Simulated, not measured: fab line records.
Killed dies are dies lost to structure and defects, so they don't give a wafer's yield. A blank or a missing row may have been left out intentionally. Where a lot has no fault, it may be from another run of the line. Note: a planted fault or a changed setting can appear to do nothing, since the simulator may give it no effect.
A struck lot beside a sound one | flow sky130 | 44 out of 708 route steps
Sound: wafers L706.2, L706.3, L706.6. Struck: wafers L723.2, L723.5. (L723.1 of the same lot was not struck and is left out.) The cause comes at the end.
Each step with rows lists, per side, the tool, then ch with its chambers, then its first start. Under that, the readings that differ: sound wafers | struck wafers | difference of the means | sigmas: that difference in standard deviations of wafers without a fault.
alike: readings whose means differ by less than 2 such deviations, and words and numbers that are the same on both sides. not compared: withheld readings, readings that some wafer has no value for, bounds like >300 that may hide the same value, and numbers for which the record gives no deviation and whose values overlap.
The two part at a step that has a row with sigmas, a row that says differs or no value, or rows on one side only. Numbers that have no deviation but don't overlap get no sigmas and don't part them. Lack of a reading on every wafer of one side parts them only where that side has two or more wafers.

SKY_VIA3_SPUTTER_20: material TiN, target thk 20 nm, time 80 s.
  sound on pvd-sputter-04 at day 40 08:27; struck on pvd-sputter-02 at day 46 07:07
  alike: throttle-valve-pct
then, 1 step without rows for these wafers: SKY_VIA3_CVD_21 (deposits W, target thk 390 nm, time 117.31 s).
SKY_VIA3_RS_MEAS_22: measures by four-point-probe.
  sound on film-metro-03 at day 40 08:40; struck on film-metro-02 at day 46 07:17
  alike: VIA3_W_RS
SKY_VIA3_THK_MEAS_23: measures by xrf.
  sound on film-metro-03 at day 40 08:46; struck on film-metro-02 at day 46 07:25
  alike: VIA3_W_THK
then, 2 steps without rows for these wafers: SKY_VIA3_CMP_24 (polishes, stops on SiO2, t overpolish 20 s, target thk 0 nm); SKY_METAL4_SPUTTER_00 (material Ti, target thk 15 nm, time 10 s).
SKY_METAL4_SPUTTER_01: material TiN, target thk 20 nm, time 16.7 s.
  sound on pvd-sputter-01 at day 40 09:09; struck on pvd-sputter-01 at day 46 07:56
  alike: throttle-valve-pct
SKY_METAL4_SPUTTER_02: material AlCu, target thk 735 nm, time 39.1 s.
  sound on pvd-sputter-01 at day 40 09:11; struck on pvd-sputter-01 at day 46 07:58
  alike: throttle-valve-pct
SKY_METAL4_SPUTTER_03: material Ti, target thk 5 nm, time 3.3 s.
  sound on pvd-sputter-01 at day 40 09:13; struck on pvd-sputter-01 at day 46 08:01
  alike: throttle-valve-pct
then, 1 step without rows for these wafers: SKY_METAL4_SPUTTER_04 (material TiN, target thk 70 nm, time 58.3 s).
SKY_CAP2M_CVD_00: deposits SiO2, target thk 15.5 nm.
  sound on pecvd-03 ch 0,2, day 40 09:17; struck on pecvd-01 ch 0,1, day 46 08:05
  alike: heater-power-w
SKY_CAP2M_THK_MEAS_01:
  sound on film-metro-01 at day 40 09:19; struck on film-metro-04 at day 46 08:06
  alike: CAP2M_CVD_00_THK
SKY_CAP2M_SPUTTER_02: material TiN, target thk 200 nm, time 166.7 s.
  sound on pvd-sputter-03 at day 40 09:22; struck on pvd-sputter-02 at day 46 08:10
  reading                                   | sound           | struck      | difference | sigmas
  model.TiN_of_CAP2M_SPUTTER_02.thk-nm (nm) | 197.5 197 199.8 | 142.2 144.3 | -54.8      |
  alike: throttle-valve-pct
SKY_CAP2M_RS_MEAS_03: measures by four-point-probe.
  sound on film-metro-02 at day 40 09:29; struck on film-metro-04 at day 46 08:16
  reading               | sound          | struck    | difference | sigmas
  CAP2M_TIN_RS (ohm/sq) | 7.00 7.00 6.91 | 9.80 9.66 | +2.76      | +35
SKY_CAP2M_THK_MEAS_04: measures by xrf.
  sound on film-metro-02 at day 40 09:36; struck on film-metro-04 at day 46 08:23
  reading            | sound             | struck      | difference | sigmas
  CAP2M_TIN_THK (nm) | 198.2 198.5 201.2 | 141.0 142.4 | -57.6      | -23
then, 7 steps without rows for these wafers: SKY_CAP2M_DEHYDRATE_05 (time 60 s); SKY_CAP2M_HMDS_06 (prime time 60 s); SKY_CAP2M_COAT_07 (resist thk 1140 nm); SKY_CAP2M_SOFTBAKE_08 (time 60 s); SKY_CAP2M_EXPOSE_09 (exposes mask CAP2M, target cd 1000 nm); SKY_CAP2M_PEB_10; SKY_CAP2M_DEVELOP_11 (develop time 60 s).
SKY_CAP2M_OVL_MEAS_12:
  sound on overlay-01 at day 41 10:23; struck on overlay-01 at day 47 03:13
  reading        | sound       | struck    | difference | sigmas
  CAP2M_OVL (nm) | 0.3 2.2 0.9 | -1.8 -2.3 | -3.2       | -2
SKY_CAP2M_METAL_ETCH_13: etches TiN in Cl2/BCl3, stops on SiO2, target depth 220 nm, time 62.9 s.
  sound on rie-metal-01 ch 0,1, day 41 10:25; struck on rie-metal-03 ch 1, day 47 03:14
  reading                | sound                | struck        | difference | sigmas
  oes-product-au (a.u.)  | 0.941 0.932 0.938    | 0.778 0.779   | -0.158     | -20
  throttle-valve-pct (%) | 21.902 21.915 21.908 | 22.010 21.997 | +0.095     | +10
  alike: drypump-motor-current-A
  not compared: rf-hours-counter-h
then, 12 steps without rows for these wafers: SKY_CAP2M_STRIP_14 (strips in O2/N2); SKY_CAP2M_STRIP_15 (strips in post etch residue remover, time 1200 s); SKY_CAP2M_CLEAN_16 (cleans in IPA, time 180 s); SKY_CAP2M_CLEAN_17 (cleans in O3/DIW); SKY_METAL4_DEHYDRATE_05 (time 60 s); SKY_METAL4_HMDS_06 (prime time 60 s); SKY_METAL4_COAT_07 (resist thk 60 nm); SKY_METAL4_COAT_08 (resist thk 1158 nm); SKY_METAL4_SOFTBAKE_09 (time 90 s); SKY_METAL4_EXPOSE_10 (exposes mask MM4, target cd 300 nm); SKY_METAL4_PEB_11; SKY_METAL4_DEVELOP_12 (develop time 60 s).
SKY_METAL4_CD_MEAS_13: the cd target is 300 nm.
  sound on cd-sem-02 at day 42 10:18; struck on cd-sem-01 at day 47 22:44
  alike: cd-nm
SKY_METAL4_OVL_MEAS_14:
  sound on overlay-01 at day 42 10:25; struck on overlay-02 at day 47 22:52
  alike: METAL4_OVL
then, 4 steps without rows for these wafers: SKY_METAL4_DESCUM_15 (chemistry O2, time 8 s); SKY_METAL4_ETCH_16 (etches BARC in N2/H2, stops on SiO2, time 88.2 s, target depth 60 nm); SKY_METAL4_ETCH_17 (etches SiO2 in C4F8/O2/Ar, stops on TiN, time 3.9 s, target depth 15 nm); SKY_METAL4_METAL_ETCH_18 (etches the open film in Cl2/BCl3, stops on SiO2, target depth 845 nm, time 183.1 s).
SKY_METAL4_STRIP_20: strips in post etch residue remover, time 1200 s.
  sound on wet-bench-01 ch 3, day 42 10:52; struck on wet-bench-03 ch 2, day 47 23:19
  reading                                   | sound           | struck      | difference | sigmas
  model.TiN_of_CAP2M_SPUTTER_02.thk-nm (nm) | 196.7 196.2 199 | 141.4 143.5 | -54.8      |
-- the record jumps here: 3 days lie between the struck wafers' starts before and after (it left off in module METAL4 and takes up again in module PAD_OPEN, whose first step shown is number 708 of the route) --
SKY_PAD_OPEN_PROBE_99:
  sound on prober-01 at day 46 07:40; struck on prober-01 at day 51 01:01
  reading                               | sound               | struck        | difference | sigmas
  killed-at-contacts                    | 28 18 27            | 12 15         | -11        | -2
  model.etest.cap-mim2.plate-ohm-sq     | 6.073 6.1 6.004     | 8.367 8.373   | +2.311     |
  model.etest.cap-mim2.bv-v (V)         | 14.24 13.63 13.84   | 12.72 12.63   | -1.23      |
  model.etest.cap-mim2.leak-log10-a-cm2 | -8.853 -8.83 -9.104 | -8.173 -8.402 | +0.642     |
  alike: defect-limited-yield, killed_at_M0_to_M3, killed_at_M4_up, killed-at-front-end, killed-at-other, killed-dies, killed-open, killed-short, sort_bin_3_pad_short, sort_bin_5_function, sort_bin_6_memory, sort-n-pass, sort-yield-pct

## WHERE THEY PART
At SKY_CAP2M_RS_MEAS_03 first; at SKY_PAD_OPEN_PROBE_99 last (within this record only).

WHY: the cause the simulator had injected
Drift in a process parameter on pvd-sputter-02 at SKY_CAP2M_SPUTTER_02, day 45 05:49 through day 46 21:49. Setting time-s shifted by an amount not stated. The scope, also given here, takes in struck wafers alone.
